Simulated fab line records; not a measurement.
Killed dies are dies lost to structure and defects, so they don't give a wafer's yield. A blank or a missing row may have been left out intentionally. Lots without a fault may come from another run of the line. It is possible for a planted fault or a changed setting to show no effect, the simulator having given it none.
fab line records :: flow sky130 :: part 2 of 2: steps 26 to 35 of 35
record
  lots=5
  wafers=15
  lastDay=50
route steps=708 shown VT_ADJUST_LVTN@100 VT_ADJUST_NCORE@119 VT_ADJUST_HVTR@131
lots that met no fault: taken from a fault-free run of the same line
startH: start of the lot's first displayed wafer, in hours after the record's first day :: waitH: hours elapsed since this lot's preceding step :: " unchanged from the row above :: L1.1+2: several wafers, shown together as one row :: - value missing, or start not given :: * or withheld: withheld :: < > ~ a bound
route shown NAME@n: NAME is a module with steps in the file, n the number in the route of the first one :: usual: mean/standard deviation of fault-free wafers :: same: alike in all rows :: chamber/n: place in a boat :: sites: each site's reading :: _std_site: their standard deviation :: _edge_site: mean of outer sites minus mean of inner sites :: radiusMm: how far each site lies from the wafer's centre :: mask NAME#n: copy n :: behind: the tool/chamber that last shaped the wafer :: hold: reason for holding the lot/hours on hold/outcome of the hold :: device: whichever transistor did not switch (one of n, p or np) :: end of line: tests run on the same wafers once the route is complete :: a step without rows: its recipe alone :: killed: the dies lost at the first sort to structure and to defects; this is not the yield of the wafer :: map: a wafer's dies, marking killed ones x, the rest . and places with no die _
set.NAME: the setting that was run; set.NAME@STEP: the one run at that earlier step :: model.NAME: the simulator's own value behind a step, which no gauge read
a table for each step, a row for each wafer; lots at some steps of the route
services: when a tool's chamber went out of use (startH, in hours from the record's first day, below 0 if earlier), for how many hours, and the reason
## steps
# step SKY_VT_ADJUST_NCORE_DEVELOP_06
# recipe
  resist=NOVOLAK
  developer=TMAH
  developTimeS=60
  devTempC=23
# usual
  chillPlateTempC=23.01/0.096
lot.wafer: L074.1
tool: lithoTrack-04
chamber: 0
startH: 194.96
waitH: 0.1
chillPlateTempC: 23.16

lot.wafer: L074.2
tool: lithoTrack-04
chamber: 0
startH: 194.96
waitH: 0.1
chillPlateTempC: 23.03

lot.wafer: L074.5
tool: lithoTrack-04
chamber: 0
startH: 194.96
waitH: 0.1
chillPlateTempC: 23.03

lot.wafer: L076.1
tool: lithoTrack-01
chamber: 0
startH: 203.34
waitH: 0.1
chillPlateTempC: 22.82

lot.wafer: L076.2
tool: lithoTrack-01
chamber: 0
startH: 203.34
waitH: 0.1
chillPlateTempC: 22.84

lot.wafer: L076.6
tool: lithoTrack-01
chamber: 0
startH: 203.34
waitH: 0.1
chillPlateTempC: 22.88

lot.wafer: L081.4
tool: lithoTrack-01
chamber: 0
startH: 234.72
waitH: 0.1
chillPlateTempC: 23.06

lot.wafer: L081.5
tool: lithoTrack-01
chamber: 0
startH: 234.72
waitH: 0.1
chillPlateTempC: 23.04

lot.wafer: L081.6
tool: lithoTrack-01
chamber: 0
startH: 234.72
waitH: 0.1
chillPlateTempC: 23.17

lot.wafer: L092.2
tool: lithoTrack-01
chamber: 0
startH: 305.46
waitH: 0.1
chillPlateTempC: 22.94

lot.wafer: L092.3
tool: lithoTrack-01
chamber: 0
startH: 305.46
waitH: 0.1
chillPlateTempC: 23.04

lot.wafer: L092.4
tool: lithoTrack-01
chamber: 0
startH: 305.46
waitH: 0.1
chillPlateTempC: 22.96

lot.wafer: L095.1
tool: lithoTrack-04
chamber: 0
startH: 331.41
waitH: 0.1
chillPlateTempC: 23.14

lot.wafer: L095.3
tool: lithoTrack-04
chamber: 0
startH: 331.41
waitH: 0.1
chillPlateTempC: 22.97

lot.wafer: L095.6
tool: lithoTrack-04
chamber: 0
startH: 331.41
waitH: 0.1
chillPlateTempC: 22.98
# step SKY_VT_ADJUST_NCORE_CD_MEAS_07
# recipe
  targetCdNm=380
# usual
  cdNm=380.5/2.3
lot.wafer: L074.1
tool: cdSem-02
chamber: -
startH: 195.11
waitH: 0.1
cdNm: 382.6

lot.wafer: L074.2
tool: cdSem-02
chamber: -
startH: 195.11
waitH: 0.1
cdNm: 381.2

lot.wafer: L074.5
tool: cdSem-02
chamber: -
startH: 195.11
waitH: 0.1
cdNm: 380.2

lot.wafer: L076.1
tool: cdSem-01
chamber: -
startH: 203.49
waitH: 0.1
cdNm: 381.5

lot.wafer: L076.2
tool: cdSem-01
chamber: -
startH: 203.49
waitH: 0.1
cdNm: 381.3

lot.wafer: L076.6
tool: cdSem-01
chamber: -
startH: 203.49
waitH: 0.1
cdNm: 378.9

lot.wafer: L081.4
tool: cdSem-01
chamber: -
startH: 234.85
waitH: 0.1
cdNm: 383.2

lot.wafer: L081.5
tool: cdSem-01
chamber: -
startH: 234.85
waitH: 0.1
cdNm: 383.6

lot.wafer: L081.6
tool: cdSem-01
chamber: -
startH: 234.85
waitH: 0.1
cdNm: 381.1

lot.wafer: L092.2
tool: cdSem-02
chamber: -
startH: 305.61
waitH: 0.1
cdNm: 379.7

lot.wafer: L092.3
tool: cdSem-02
chamber: -
startH: 305.61
waitH: 0.1
cdNm: 378.2

lot.wafer: L092.4
tool: cdSem-02
chamber: -
startH: 305.61
waitH: 0.1
cdNm: 377.7

lot.wafer: L095.1
tool: cdSem-01
chamber: -
startH: 331.56
waitH: 0.1
cdNm: 381.5

lot.wafer: L095.3
tool: cdSem-01
chamber: -
startH: 331.56
waitH: 0.1
cdNm: 379.4

lot.wafer: L095.6
tool: cdSem-01
chamber: -
startH: 331.56
waitH: 0.1
cdNm: 381.0
# step SKY_VT_ADJUST_NCORE_OVL_MEAS_08
# usual
  VT_ADJUST_NCORE_OVL=-0.3/1.1
lot.wafer: L074.1
tool: overlay-01
chamber: -
startH: 195.23
waitH: 0.1
VT_ADJUST_NCORE_OVL[nm]: -1.8

lot.wafer: L074.2
tool: overlay-01
chamber: -
startH: 195.23
waitH: 0.1
VT_ADJUST_NCORE_OVL[nm]: -1.5

lot.wafer: L074.5
tool: overlay-01
chamber: -
startH: 195.23
waitH: 0.1
VT_ADJUST_NCORE_OVL[nm]: -3.0

lot.wafer: L076.1
tool: overlay-01
chamber: -
startH: 203.61
waitH: 0.1
VT_ADJUST_NCORE_OVL[nm]: -2.2

lot.wafer: L076.2
tool: overlay-01
chamber: -
startH: 203.61
waitH: 0.1
VT_ADJUST_NCORE_OVL[nm]: -2.5

lot.wafer: L076.6
tool: overlay-01
chamber: -
startH: 203.61
waitH: 0.1
VT_ADJUST_NCORE_OVL[nm]: -0.7

lot.wafer: L081.4
tool: overlay-01
chamber: -
startH: 234.93
waitH: 0.1
VT_ADJUST_NCORE_OVL[nm]: 0.7

lot.wafer: L081.5
tool: overlay-01
chamber: -
startH: 234.93
waitH: 0.1
VT_ADJUST_NCORE_OVL[nm]: -0.4

lot.wafer: L081.6
tool: overlay-01
chamber: -
startH: 234.93
waitH: 0.1
VT_ADJUST_NCORE_OVL[nm]: 0.7

lot.wafer: L092.2
tool: overlay-02
chamber: -
startH: 305.72
waitH: 0.1
VT_ADJUST_NCORE_OVL[nm]: -1.9

lot.wafer: L092.3
tool: overlay-02
chamber: -
startH: 305.72
waitH: 0.1
VT_ADJUST_NCORE_OVL[nm]: -1.1

lot.wafer: L092.4
tool: overlay-02
chamber: -
startH: 305.72
waitH: 0.1
VT_ADJUST_NCORE_OVL[nm]: 0.0

lot.wafer: L095.1
tool: overlay-02
chamber: -
startH: 331.68
waitH: 0.1
VT_ADJUST_NCORE_OVL[nm]: 1.7

lot.wafer: L095.3
tool: overlay-02
chamber: -
startH: 331.68
waitH: 0.1
VT_ADJUST_NCORE_OVL[nm]: 0.3

lot.wafer: L095.6
tool: overlay-02
chamber: -
startH: 331.68
waitH: 0.1
VT_ADJUST_NCORE_OVL[nm]: 0.2
# step SKY_VT_ADJUST_NCORE_IMPLANT_09
# recipe
  species=B
  energyKev=10
  doseCm2=2.4e+12
  tiltDeg=withheld
# usual
  doseIonsCm2=2.4001e+12/2.6e+09
lot.wafer: L074.1
tool: implanter-01
chamber: 0
startH: 195.27
waitH: 0.0
doseIonsCm2: 2.3952e+12

lot.wafer: L074.2
tool: implanter-01
chamber: 0
startH: 195.27
waitH: 0.0
doseIonsCm2: 2.3999e+12

lot.wafer: L074.5
tool: implanter-01
chamber: 0
startH: 195.27
waitH: 0.0
doseIonsCm2: 2.4039e+12

lot.wafer: L076.1
tool: implanter-01
chamber: 0
startH: 203.65
waitH: 0.0
doseIonsCm2: 2.4024e+12

lot.wafer: L076.2
tool: implanter-01
chamber: 0
startH: 203.65
waitH: 0.0
doseIonsCm2: 2.4021e+12

lot.wafer: L076.6
tool: implanter-01
chamber: 0
startH: 203.65
waitH: 0.0
doseIonsCm2: 2.4006e+12

lot.wafer: L081.4
tool: implanter-04
chamber: 0
startH: 235.02
waitH: 0.1
doseIonsCm2: 2.4017e+12

lot.wafer: L081.5
tool: implanter-04
chamber: 0
startH: 235.02
waitH: 0.1
doseIonsCm2: 2.3983e+12

lot.wafer: L081.6
tool: implanter-04
chamber: 0
startH: 235.02
waitH: 0.1
doseIonsCm2: 2.3984e+12

lot.wafer: L092.2
tool: implanter-01
chamber: 0
startH: 305.77
waitH: 0.0
doseIonsCm2: 2.4024e+12

lot.wafer: L092.3
tool: implanter-01
chamber: 0
startH: 305.77
waitH: 0.0
doseIonsCm2: 2.4026e+12

lot.wafer: L092.4
tool: implanter-01
chamber: 0
startH: 305.77
waitH: 0.0
doseIonsCm2: 2.3969e+12

lot.wafer: L095.1
tool: implanter-03
chamber: 0
startH: 331.72
waitH: 0.0
doseIonsCm2: 2.3963e+12

lot.wafer: L095.3
tool: implanter-03
chamber: 0
startH: 331.72
waitH: 0.0
doseIonsCm2: 2.3937e+12

lot.wafer: L095.6
tool: implanter-03
chamber: 0
startH: 331.72
waitH: 0.0
doseIonsCm2: 2.3961e+12
# step SKY_VT_ADJUST_NCORE_STRIP_10
# recipe
  chemistry=O2/N2
  powerW=1400
  pressureMtorr=1500
  platenTempC=withheld
  o2FlowSccm=3000
  n2FlowSccm=300
  overashFraction=0.5
# usual
  drypumpMotorCurrentA=5.93/0.17
  oesProductAu=0.715/0.0046
  stripTimeToEndpointS=14.18/0.04
lot.wafer: L074.1
tool: plasmaAsher-04
chamber: 0
startH: 195.42
waitH: 0.1
drypumpMotorCurrentA: 5.75
oesProductAu: 0.714
rfHoursCounterH: 38
stripTimeToEndpointS: 14.22

lot.wafer: L074.2
tool: plasmaAsher-04
chamber: 1
startH: 195.42
waitH: 0.1
drypumpMotorCurrentA: 6.06
oesProductAu: 0.715
rfHoursCounterH: 38
stripTimeToEndpointS: 14.21

lot.wafer: L074.5
tool: plasmaAsher-04
chamber: 0
startH: 195.42
waitH: 0.1
drypumpMotorCurrentA: 5.77
oesProductAu: 0.718
rfHoursCounterH: -
stripTimeToEndpointS: 14.25

lot.wafer: L076.1
tool: plasmaAsher-04
chamber: 0
startH: 203.80
waitH: 0.1
drypumpMotorCurrentA: 5.76
oesProductAu: 0.712
rfHoursCounterH: 38
stripTimeToEndpointS: 14.15

lot.wafer: L076.2
tool: plasmaAsher-04
chamber: 1
startH: 203.80
waitH: 0.1
drypumpMotorCurrentA: 6.03
oesProductAu: 0.719
rfHoursCounterH: 38
stripTimeToEndpointS: 14.16

lot.wafer: L076.6
tool: plasmaAsher-04
chamber: 0
startH: 203.80
waitH: 0.1
drypumpMotorCurrentA: 5.74
oesProductAu: 0.727
rfHoursCounterH: -
stripTimeToEndpointS: 14.16

lot.wafer: L081.4
tool: plasmaAsher-01
chamber: 1
startH: 235.13
waitH: 0.1
drypumpMotorCurrentA: 6.24
oesProductAu: 0.716
rfHoursCounterH: -
stripTimeToEndpointS: 14.16

lot.wafer: L081.5
tool: plasmaAsher-01
chamber: 0
startH: 235.13
waitH: 0.1
drypumpMotorCurrentA: 5.92
oesProductAu: 0.716
rfHoursCounterH: -
stripTimeToEndpointS: 14.16

lot.wafer: L081.6
tool: plasmaAsher-01
chamber: 1
startH: 235.13
waitH: 0.1
drypumpMotorCurrentA: 6.21
oesProductAu: 0.716
rfHoursCounterH: -
stripTimeToEndpointS: 14.17

lot.wafer: L092.2
tool: plasmaAsher-04
chamber: 0
startH: 305.90
waitH: 0.1
drypumpMotorCurrentA: 5.75
oesProductAu: 0.714
rfHoursCounterH: 49
stripTimeToEndpointS: 14.21

lot.wafer: L092.3
tool: plasmaAsher-04
chamber: 1
startH: 305.90
waitH: 0.1
drypumpMotorCurrentA: 6.10
oesProductAu: 0.708
rfHoursCounterH: -
stripTimeToEndpointS: 14.26

lot.wafer: L092.4
tool: plasmaAsher-04
chamber: 0
startH: 305.90
waitH: 0.1
drypumpMotorCurrentA: 5.76
oesProductAu: 0.715
rfHoursCounterH: -
stripTimeToEndpointS: 14.25

lot.wafer: L095.1
tool: plasmaAsher-04
chamber: 0
startH: 331.87
waitH: 0.1
drypumpMotorCurrentA: 5.77
oesProductAu: 0.713
rfHoursCounterH: 52
stripTimeToEndpointS: 14.15

lot.wafer: L095.3
tool: plasmaAsher-04
chamber: 1
startH: 331.87
waitH: 0.1
drypumpMotorCurrentA: 6.07
oesProductAu: 0.719
rfHoursCounterH: -
stripTimeToEndpointS: 14.17

lot.wafer: L095.6
tool: plasmaAsher-04
chamber: 1
startH: 331.87
waitH: 0.1
drypumpMotorCurrentA: 6.05
oesProductAu: 0.718
rfHoursCounterH: -
stripTimeToEndpointS: 14.21
# step SKY_VT_ADJUST_NCORE_TW_MEAS_11
# usual
  VT_ADJUST_NCORE_TW=218.2/1.5
lot.wafer: L074.1
tool: filmMetro-02
chamber: -
startH: 195.52
waitH: 0.1
VT_ADJUST_NCORE_TW: 218.1

lot.wafer: L074.2
tool: filmMetro-02
chamber: -
startH: 195.52
waitH: 0.1
VT_ADJUST_NCORE_TW: 217.2

lot.wafer: L074.5
tool: filmMetro-02
chamber: -
startH: 195.52
waitH: 0.1
VT_ADJUST_NCORE_TW: 217.2

lot.wafer: L076.1
tool: filmMetro-02
chamber: -
startH: 203.90
waitH: 0.1
VT_ADJUST_NCORE_TW: 215.9

lot.wafer: L076.2
tool: filmMetro-02
chamber: -
startH: 203.90
waitH: 0.1
VT_ADJUST_NCORE_TW: 217.3

lot.wafer: L076.6
tool: filmMetro-02
chamber: -
startH: 203.90
waitH: 0.1
VT_ADJUST_NCORE_TW: 216.3

lot.wafer: L081.4
tool: filmMetro-01
chamber: -
startH: 235.23
waitH: 0.1
VT_ADJUST_NCORE_TW: 219.6

lot.wafer: L081.5
tool: filmMetro-01
chamber: -
startH: 235.23
waitH: 0.1
VT_ADJUST_NCORE_TW: 221.9

lot.wafer: L081.6
tool: filmMetro-01
chamber: -
startH: 235.23
waitH: 0.1
VT_ADJUST_NCORE_TW: 221.0

lot.wafer: L092.2
tool: filmMetro-02
chamber: -
startH: 306.01
waitH: 0.1
VT_ADJUST_NCORE_TW: 218.0

lot.wafer: L092.3
tool: filmMetro-02
chamber: -
startH: 306.01
waitH: 0.1
VT_ADJUST_NCORE_TW: 217.4

lot.wafer: L092.4
tool: filmMetro-02
chamber: -
startH: 306.01
waitH: 0.1
VT_ADJUST_NCORE_TW: 217.8

lot.wafer: L095.1
tool: filmMetro-02
chamber: -
startH: 331.97
waitH: 0.1
VT_ADJUST_NCORE_TW: 216.5

lot.wafer: L095.3
tool: filmMetro-02
chamber: -
startH: 331.97
waitH: 0.1
VT_ADJUST_NCORE_TW: 215.7

lot.wafer: L095.6
tool: filmMetro-02
chamber: -
startH: 331.97
waitH: 0.1
VT_ADJUST_NCORE_TW: 216.6
# step SKY_VT_ADJUST_HVTR_DEHYDRATE_00
# recipe
  tempC=200
  timeS=60
# usual
  chillPlateTempC=23.01/0.1
lot.wafer: L074.1
tool: lithoTrack-02
chamber: 0
startH: 206.39
waitH: 10.9
chillPlateTempC: 23.00

lot.wafer: L074.2
tool: lithoTrack-02
chamber: 0
startH: 206.39
waitH: 10.9
chillPlateTempC: 23.00

lot.wafer: L074.5
tool: lithoTrack-02
chamber: 0
startH: 206.39
waitH: 10.9
chillPlateTempC: 23.09

lot.wafer: L076.1
tool: lithoTrack-03
chamber: 0
startH: 212.85
waitH: 8.9
chillPlateTempC: 23.32

lot.wafer: L076.2
tool: lithoTrack-03
chamber: 0
startH: 212.85
waitH: 8.9
chillPlateTempC: 23.17

lot.wafer: L076.6
tool: lithoTrack-03
chamber: 0
startH: 212.85
waitH: 8.9
chillPlateTempC: 23.19

lot.wafer: L081.4
tool: lithoTrack-02
chamber: 0
startH: 246.16
waitH: 10.9
chillPlateTempC: 23.02

lot.wafer: L081.5
tool: lithoTrack-02
chamber: 0
startH: 246.16
waitH: 10.9
chillPlateTempC: 22.98

lot.wafer: L081.6
tool: lithoTrack-02
chamber: 0
startH: 246.16
waitH: 10.9
chillPlateTempC: 22.98

lot.wafer: L092.2
tool: lithoTrack-03
chamber: 0
startH: 318.27
waitH: 12.3
chillPlateTempC: 22.99

lot.wafer: L092.3
tool: lithoTrack-03
chamber: 0
startH: 318.27
waitH: 12.3
chillPlateTempC: 22.96

lot.wafer: L092.4
tool: lithoTrack-03
chamber: 0
startH: 318.27
waitH: 12.3
chillPlateTempC: 23.18

lot.wafer: L095.1
tool: lithoTrack-02
chamber: 0
startH: 343.98
waitH: 12.0
chillPlateTempC: 22.98

lot.wafer: L095.3
tool: lithoTrack-02
chamber: 0
startH: 343.98
waitH: 12.0
chillPlateTempC: 23.07

lot.wafer: L095.6
tool: lithoTrack-02
chamber: 0
startH: 343.98
waitH: 12.0
chillPlateTempC: 23.02
# step SKY_VT_ADJUST_HVTR_HMDS_01
# recipe
  primeTimeS=60
  primeTempC=120
# usual
  chillPlateTempC=23.01/0.1
lot.wafer: L074.1
tool: lithoTrack-02
chamber: 0
startH: 206.54
waitH: 0.1
chillPlateTempC: 23.11

lot.wafer: L074.2
tool: lithoTrack-02
chamber: 0
startH: 206.54
waitH: 0.1
chillPlateTempC: 23.09

lot.wafer: L074.5
tool: lithoTrack-02
chamber: 0
startH: 206.54
waitH: 0.1
chillPlateTempC: 23.09

lot.wafer: L076.1
tool: lithoTrack-03
chamber: 0
startH: 213.00
waitH: 0.1
chillPlateTempC: 23.08

lot.wafer: L076.2
tool: lithoTrack-03
chamber: 0
startH: 213.00
waitH: 0.1
chillPlateTempC: 23.09

lot.wafer: L076.6
tool: lithoTrack-03
chamber: 0
startH: 213.00
waitH: 0.1
chillPlateTempC: 22.99

lot.wafer: L081.4
tool: lithoTrack-02
chamber: 0
startH: 246.31
waitH: 0.1
chillPlateTempC: 23.19

lot.wafer: L081.5
tool: lithoTrack-02
chamber: 0
startH: 246.31
waitH: 0.1
chillPlateTempC: 23.20

lot.wafer: L081.6
tool: lithoTrack-02
chamber: 0
startH: 246.31
waitH: 0.1
chillPlateTempC: 22.98

lot.wafer: L092.2
tool: lithoTrack-03
chamber: 0
startH: 318.42
waitH: 0.1
chillPlateTempC: 22.88

lot.wafer: L092.3
tool: lithoTrack-03
chamber: 0
startH: 318.42
waitH: 0.1
chillPlateTempC: 22.97

lot.wafer: L092.4
tool: lithoTrack-03
chamber: 0
startH: 318.42
waitH: 0.1
chillPlateTempC: 22.91

lot.wafer: L095.1
tool: lithoTrack-02
chamber: 0
startH: 344.13
waitH: 0.1
chillPlateTempC: 23.06

lot.wafer: L095.3
tool: lithoTrack-02
chamber: 0
startH: 344.13
waitH: 0.1
chillPlateTempC: 22.82

lot.wafer: L095.6
tool: lithoTrack-02
chamber: 0
startH: 344.13
waitH: 0.1
chillPlateTempC: 22.99
# step SKY_VT_ADJUST_HVTR_COAT_02
# recipe
  resist=NOVOLAK
  spinRpm=3000
  resistThkNm=1140
# usual
  chillPlateTempC=23.01/0.11
lot.wafer: L074.1
tool: lithoTrack-02
chamber: 0
startH: 206.69
waitH: 0.1
chillPlateTempC: 23.18

lot.wafer: L074.2
tool: lithoTrack-02
chamber: 0
startH: 206.69
waitH: 0.1
chillPlateTempC: 23.12

lot.wafer: L074.5
tool: lithoTrack-02
chamber: 0
startH: 206.69
waitH: 0.1
chillPlateTempC: 23.07

lot.wafer: L076.1
tool: lithoTrack-03
chamber: 0
startH: 213.15
waitH: 0.1
chillPlateTempC: 23.00

lot.wafer: L076.2
tool: lithoTrack-03
chamber: 0
startH: 213.15
waitH: 0.1
chillPlateTempC: 22.97

lot.wafer: L076.6
tool: lithoTrack-03
chamber: 0
startH: 213.15
waitH: 0.1
chillPlateTempC: 23.10

lot.wafer: L081.4
tool: lithoTrack-02
chamber: 0
startH: 246.46
waitH: 0.1
chillPlateTempC: 23.02

lot.wafer: L081.5
tool: lithoTrack-02
chamber: 0
startH: 246.46
waitH: 0.1
chillPlateTempC: 23.32

lot.wafer: L081.6
tool: lithoTrack-02
chamber: 0
startH: 246.46
waitH: 0.1
chillPlateTempC: 23.24

lot.wafer: L092.2
tool: lithoTrack-03
chamber: 0
startH: 318.57
waitH: 0.1
chillPlateTempC: 23.06

lot.wafer: L092.3
tool: lithoTrack-03
chamber: 0
startH: 318.57
waitH: 0.1
chillPlateTempC: 22.92

lot.wafer: L092.4
tool: lithoTrack-03
chamber: 0
startH: 318.57
waitH: 0.1
chillPlateTempC: 22.98

lot.wafer: L095.1
tool: lithoTrack-02
chamber: 0
startH: 344.28
waitH: 0.1
chillPlateTempC: 22.98

lot.wafer: L095.3
tool: lithoTrack-02
chamber: 0
startH: 344.28
waitH: 0.1
chillPlateTempC: 22.96

lot.wafer: L095.6
tool: lithoTrack-02
chamber: 0
startH: 344.28
waitH: 0.1
chillPlateTempC: 23.07
# step SKY_VT_ADJUST_HVTR_SOFTBAKE_03
# recipe
  tempC=90
  timeS=60
  resist=NOVOLAK
# usual
  chillPlateTempC=23.02/0.1
lot.wafer: L074.1
tool: lithoTrack-02
chamber: 0
startH: 206.84
waitH: 0.1
chillPlateTempC: 23.18

lot.wafer: L074.2
tool: lithoTrack-02
chamber: 0
startH: 206.84
waitH: 0.1
chillPlateTempC: 23.16

lot.wafer: L074.5
tool: lithoTrack-02
chamber: 0
startH: 206.84
waitH: 0.1
chillPlateTempC: 23.21

lot.wafer: L076.1
tool: lithoTrack-03
chamber: 0
startH: 213.30
waitH: 0.1
chillPlateTempC: 23.17

lot.wafer: L076.2
tool: lithoTrack-03
chamber: 0
startH: 213.30
waitH: 0.1
chillPlateTempC: 22.89

lot.wafer: L076.6
tool: lithoTrack-03
chamber: 0
startH: 213.30
waitH: 0.1
chillPlateTempC: 22.79

lot.wafer: L081.4
tool: lithoTrack-02
chamber: 0
startH: 246.61
waitH: 0.1
chillPlateTempC: 22.94

lot.wafer: L081.5
tool: lithoTrack-02
chamber: 0
startH: 246.61
waitH: 0.1
chillPlateTempC: 23.08

lot.wafer: L081.6
tool: lithoTrack-02
chamber: 0
startH: 246.61
waitH: 0.1
chillPlateTempC: 23.12

lot.wafer: L092.2
tool: lithoTrack-03
chamber: 0
startH: 318.72
waitH: 0.1
chillPlateTempC: 23.01

lot.wafer: L092.3
tool: lithoTrack-03
chamber: 0
startH: 318.72
waitH: 0.1
chillPlateTempC: 22.78

lot.wafer: L092.4
tool: lithoTrack-03
chamber: 0
startH: 318.72
waitH: 0.1
chillPlateTempC: 23.00

lot.wafer: L095.1
tool: lithoTrack-02
chamber: 0
startH: 344.43
waitH: 0.1
chillPlateTempC: 23.03

lot.wafer: L095.3
tool: lithoTrack-02
chamber: 0
startH: 344.43
waitH: 0.1
chillPlateTempC: 23.16

lot.wafer: L095.6
tool: lithoTrack-02
chamber: 0
startH: 344.43
waitH: 0.1
chillPlateTempC: 22.94
## services
tool: implanter-04
chamber: -
startH: 134.14
hours: 0.9
kind: repair

tool: implanter-04
chamber: -
startH: 136.00
hours: 2.3
kind: repair

tool: ilineStepper-02
chamber: -
startH: 142.71
hours: 3.0
kind: repair

tool: implanter-04
chamber: -
startH: 145.90
hours: 1.1
kind: repair

tool: implanter-01
chamber: -
startH: 149.15
hours: 3.3
kind: pm

tool: implanter-02
chamber: -
startH: 159.42
hours: 58.7
kind: repair

tool: plasmaAsher-03
chamber: -
startH: 162.68
hours: 1.5
kind: repair

tool: ilineStepper-02
chamber: -
startH: 176.48
hours: 2.0
kind: repair

tool: implanter-02
chamber: -
startH: 180.03
hours: 1.9
kind: repair

tool: implanter-02
chamber: -
startH: 218.17
hours: 5.7
kind: pm

tool: plasmaAsher-03
chamber: -
startH: 219.56
hours: 2.9
kind: repair

tool: implanter-01
chamber: -
startH: 230.89
hours: 5.0
kind: pm

tool: ilineStepper-02
chamber: -
startH: 241.43
hours: 4.4
kind: pm

tool: ilineStepper-01
chamber: -
startH: 241.64
hours: 3.0
kind: repair

tool: plasmaAsher-01
chamber: -
startH: 262.75
hours: 20.2
kind: repair

tool: implanter-03
chamber: -
startH: 270.47
hours: 3.6
kind: pm

tool: implanter-02
chamber: -
startH: 288.94
hours: 3.5
kind: pm

tool: implanter-03
chamber: -
startH: 293.26
hours: 2.1
kind: repair

tool: implanter-02
chamber: -
startH: 298.14
hours: 1.2
kind: repair

tool: implanter-04
chamber: -
startH: 298.90
hours: 2.8
kind: repair

tool: ilineStepper-02
chamber: -
startH: 306.41
hours: 1.7
kind: pm

tool: implanter-03
chamber: -
startH: 312.08
hours: 1.9
kind: repair

tool: plasmaAsher-03
chamber: -
startH: 315.93
hours: 0.6
kind: repair

tool: implanter-04
chamber: -
startH: 324.17
hours: 3.4
kind: repair
